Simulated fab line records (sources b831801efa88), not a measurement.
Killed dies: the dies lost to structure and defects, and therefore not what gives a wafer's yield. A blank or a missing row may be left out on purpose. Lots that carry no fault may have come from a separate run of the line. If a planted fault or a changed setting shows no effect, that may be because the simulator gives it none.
2 desks looking at one fault    flow sky130    numbers are kept per desk, each desk with only its own; the story behind them comes last

== TOOL OWNER'S DESK, lithoTrack-04 ==
Per lot that ran on this tool, the mean of the sampled wafers carrying a number, from the tool's own readings at SKY_CAP2M_SOFTBAKE_08 (time 60 s). Marked OUT: a lot whose mean sits more than 4 standard deviations from the usual mean, which makes it out of limits; the brackets give that distance.
Columns: A = heaterPowerTotalW at SKY_CAP2M_SOFTBAKE_08, usual 56.60 W; B = plateTempC at SKY_CAP2M_SOFTBAKE_08, usual 90.00 C
lot   first seen here  A                B
L812  day 41 18:28     56.57            89.97
L813  day 42 07:50     56.62            89.96
L815  day 42 22:20     56.59            89.82
L818  day 43 23:44     56.57            89.89
L825  day 46 02:43     59.63 (+72) OUT  93.44 (+26) OUT
L826  day 46 03:22     59.64 (+72) OUT  93.40 (+26) OUT
This desk finds L825, L826 out of limits, L825 being first, at day 46 02:43 (heaterPowerTotalW at SKY_CAP2M_SOFTBAKE_08). In limits: L812, L813, L815, L818.

== FROM THE METROLOGY DESK ==
What the gauges read, lot by lot, whatever tool the lot ran on: means of the sampled wafers that have a number. Marked OUT: a lot whose mean sits more than 4 standard deviations from the usual mean, which makes it out of limits; the brackets give that distance.
Columns: A = VIA3_W_RS at SKY_VIA3_RS_MEAS_22, usual 0.293 ohm/sq; B = VIA3_W_THK at SKY_VIA3_THK_MEAS_23, usual 386 nm
lot   first seen here  A      B
L812  day 41 06:16     0.290  383
L813  day 41 18:41     0.289  399
L814  day 42 10:36     0.297  378
L815  day 42 10:45     0.293  396
L816  day 42 18:44     0.291  385
L817  day 43 08:14     0.292  388
L818  day 43 11:59     0.293  386
L819  day 43 15:11     0.292  389
L821  day 44 07:49     0.294  388
L825  day 45 15:35     0.296  385
L826  day 45 15:44     0.294  376
This desk's verdict: no lot among the 11 shows anything out of limits.

== BROUGHT TOGETHER ==
An alarm could have come from the tool owner's desk at day 46 02:43, on L825, L826.
From the metrology desk's view, nothing was out of limits.
The metrology desk holds a record of L825, L826, inside its limits.
The lots listed all ran SKY_CAP2M_SOFTBAKE_08 on lithoTrack-04.

== WHAT HAD BEEN PUT IN BY THE SIMULATOR ==
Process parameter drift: lithoTrack-04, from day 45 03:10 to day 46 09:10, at SKY_CAP2M_SOFTBAKE_08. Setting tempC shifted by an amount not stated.
Struck lots among those shown: L825, L826.
Delay in hours, fault start to first out-of-limits reading, by desk: the tool owner's desk at 24.
